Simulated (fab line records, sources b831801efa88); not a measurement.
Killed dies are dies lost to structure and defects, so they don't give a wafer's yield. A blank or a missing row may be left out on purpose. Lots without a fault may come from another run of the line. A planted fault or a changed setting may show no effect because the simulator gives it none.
A struck lot beside a sound one | flow sky130 | 18 steps out of a route of 708
Sound: wafers L844.1, L844.2, L844.3. Struck: wafers L857.1, L857.2, L857.5. The cause comes at the end.
At each step with rows: each side's tool, then ch and its chambers, then its first start. Under that, the readings that differ: sound wafers | struck wafers | difference of the means | sigmas: that difference in standard deviations of wafers without a fault.
alike: readings whose means differ by less than 2 such deviations, and words and numbers that are the same on both sides. not compared: withheld readings, readings that some wafer has no value for, bounds like >300 that may hide the same value, and numbers for which the record gives no deviation and whose values overlap.
The two part at a step that has a row with sigmas, a row that says differs or no value, or rows on one side only. Numbers that don't overlap but have no deviation are shown without sigmas and don't part them. A reading that every wafer of one side lacks parts them only if that side has two wafers or more.

first, 2 steps without rows for these wafers: SKY_CONTACT_PEB_12; SKY_CONTACT_DEVELOP_13 (develop time 60 s).
SKY_CONTACT_CD_MEAS_14: target cd 170 nm.
  sound on cd_sem-02, day 32 09:18; struck on cd_sem-02, day 37 03:37
  alike: cd_nm
SKY_CONTACT_OVL_MEAS_15:
  sound on overlay-02, day 32 09:25; struck on overlay-02, day 37 03:44
  alike: CONTACT_OVL
SKY_CONTACT_ETCH_16: etches BARC in N2/H2, stops on SiO2, time 45.9 s, target depth 60 nm.
  sound on rie_diel-03 ch 0,2,3, day 32 09:28; struck on rie_diel-04 ch 1,2,3, day 37 03:46
  alike: chamber_pressure_mTorr, drypump_motor_current_A, oes_product_au, throttle_valve_pct
  not compared: rf_hours_counter_h
SKY_CONTACT_ETCH_17: etches SiO2 in C4F8/O2/Ar, stops on Si3N4, target depth 340 nm.
  sound on rie_diel-03 ch 0,2,3, day 32 09:30; struck on rie_diel-04 ch 1,2,3, day 37 03:49
  alike: chamber_pressure_mTorr, oes_product_au
SKY_CONTACT_ETCH_18: etches Si3N4 in CHF3/O2, stops on TiN, time 39 s, target depth 75 nm.
  sound on rie_diel-03 ch 0,2,3; struck on rie_diel-04 ch 1,2,3
  alike: chamber_pressure_mTorr, drypump_motor_current_A, oes_product_au, throttle_valve_pct
  not compared: rf_hours_counter_h
SKY_CONTACT_STRIP_19: strips in O2/N2.
  sound on plasma_asher-03 ch 0,1, day 32 09:35; struck on plasma_asher-02 ch 0,1, day 37 03:54
  reading                      | sound             | struck            | difference | sigmas
  strip_time_to_endpoint_s (s) | 3.559 3.586 3.626 | 3.628 3.687 3.704 | +0.083     | +3
  alike: chamber_pressure_mTorr, drypump_motor_current_A, oes_product_au
  not compared: rf_hours_counter_h
then, 4 steps without rows for these wafers: SKY_CONTACT_STRIP_20 (strips in post etch residue remover, time 1200 s); SKY_CONTACT_CLEAN_21 (cleans in IPA, time 180 s); SKY_CONTACT_CLEAN_22 (cleans in O3/DIW); SKY_CONTACT_SPUTTER_23 (material TiN, target thk 20 nm, time 80 s).
SKY_CONTACT_CVD_24: deposits W, target thk 340 nm, time 102.12 s.
  sound on cvd_w-02 ch 0,1, day 32 10:14; struck on cvd_w-01 ch 0,1, day 37 04:34
  reading                               | sound             | struck          | difference | sigmas
  model.W_of_CONTACT_CVD_24.thk_nm (nm) | 338.5 336.8 336.5 | 275.4 273.1 274 | -63.1      |
  alike: heater_power_w
  not compared: since_wet_clean_h
SKY_CONTACT_RS_MEAS_25: measures by four-point-probe.
  sound on film_metro-01, day 32 10:21; struck on film_metro-01, day 37 04:57
  reading               | sound             | struck            | difference | sigmas
  CONTACT_W_RS (ohm/sq) | 0.339 0.341 0.341 | 0.418 0.422 0.421 | +0.080     | +25
  not compared: hold
SKY_CONTACT_THK_MEAS_26: measures by xrf.
  sound on film_metro-01, day 32 10:28; struck on film_metro-01, day 37 08:11
  reading            | sound       | struck      | difference | sigmas
  CONTACT_W_THK (nm) | 342 340 339 | 279 274 276 | -64        | -17
  not compared: hold
SKY_CONTACT_CMP_27: polishes, stops on SiO2, t overpolish 15 s, target thk 0 nm.
  sound on cmp-01 ch 0,1,2, day 32 10:32; struck on cmp-02 ch 1,2, day 37 10:52
  reading                | sound    | struck                                                                     | difference                   | sigmas
  hold                   | - - -    | await_dispo/2.6h/release await_dispo/2.6h/release await_dispo/2.6h/release | no value on the sound wafers |
  time_to_endpoint_s (s) | 86 83 89 | 70 68 66                                                                   | -18                          | -6
  alike: head_pressure_psi, motor_current_A
SKY_METAL1_SPUTTER_00: material Ti, target thk 15 nm, time 10 s.
  sound on pvd_sputter-04, day 32 10:50; struck on pvd_sputter-04, day 37 11:10
  alike: throttle_valve_pct
-- the record jumps here: 12 days lie between the struck wafers' starts before and after (it left off in module METAL1 and takes up again in module PAD_OPEN, whose first step shown is number 708 of the route) --
SKY_PAD_OPEN_PROBE_99:
  sound on prober-01, day 46 08:50; struck on prober-01, day 49 22:16
  alike: killed_at_M0_to_M3, killed_at_M4_up, killed_at_contacts, killed_at_front_end, killed_at_other, killed_dies, killed_open, killed_short

WHERE THEY PART
First at SKY_CONTACT_STRIP_19; last, within this record, at SKY_CONTACT_CMP_27. Later steps at which nothing parts them and some readings are alike: SKY_METAL1_SPUTTER_00, SKY_PAD_OPEN_PROBE_99.

WHY: what the simulator had put in
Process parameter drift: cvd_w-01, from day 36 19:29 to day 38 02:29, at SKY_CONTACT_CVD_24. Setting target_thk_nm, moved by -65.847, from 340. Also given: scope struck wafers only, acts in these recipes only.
